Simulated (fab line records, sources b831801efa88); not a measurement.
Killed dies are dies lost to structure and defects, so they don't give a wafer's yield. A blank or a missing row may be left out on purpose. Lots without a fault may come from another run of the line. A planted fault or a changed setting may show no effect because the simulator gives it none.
Chamber matching | flow sky130 | SKY_VIA2_CMP_02 on cmp-01: 4 sister chambers
The step polishes SiO2. 14 wafers are shown with their chamber, then 7 later ones without.

WAFERS WITH THEIR CHAMBER
wafer  | chamber | motor_current_A (A)
L188.1 | 3       | 12.0
L188.3 | 1       | 12.5
L188.5 | 2       | 11.4
L193.3 | 2       | 10.3
L193.4 | 3       | 11.9
L193.5 | 2       | 11.0
L201.2 | 1       | 12.8
L201.3 | 0       | 11.4
L201.5 | 1       | 12.5
L203.1 | 0       | 11.6
L203.4 | 3       | 11.6
L203.6 | 0       | 10.9
L205.1 | 1       | 12.0
L205.5 | 1       | 12.8

SIGNATURES (means of the wafers above)
reading         | chamber 0 | chamber 1 | chamber 2 | chamber 3 | scatter within a chamber
motor_current_A | 11.300    | 12.520    | 10.900    | 11.833    | 0.373
Rule: a wafer's distance from a chamber is the root of the sum, over the readings, of the square of ((its reading less the chamber's mean) divided by the reading's scatter). The wafer belongs to the nearest chamber; if the next one is less than 2 further off, it can't be placed. The scatter: the root of (the sum of the squares of (reading less its chamber's mean) over the shown wafers, divided by (wafers less chambers)).

WAFERS WITHOUT THEIR CHAMBER
wafer  | motor_current_A (A)
L205.6 | 11.4
L206.2 | 11.6
L206.3 | 10.6
L206.6 | 12.0
L207.1 | 11.4
L207.2 | 10.9
L207.6 | 11.8

WHICH CHAMBER EACH WENT THROUGH
wafer  | from the rows above               | in truth
L205.6 | can't be placed: 0 or 3 or 2      | 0
L206.2 | can't be placed: 3 or 0 or 2 or 1 | 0
L206.3 | can't be placed: 2 or 0           | 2
L206.6 | can't be placed: 3 or 1 or 0      | 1
L207.1 | can't be placed: 0 or 3 or 2      | 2
L207.2 | can't be placed: 2 or 0           | 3
L207.6 | can't be placed: 3 or 0 or 1      | 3
Placed correctly: 0 of 7. Can't be placed from these rows: 7 (the true chamber is among the candidates in 6). Placed wrongly: 0.
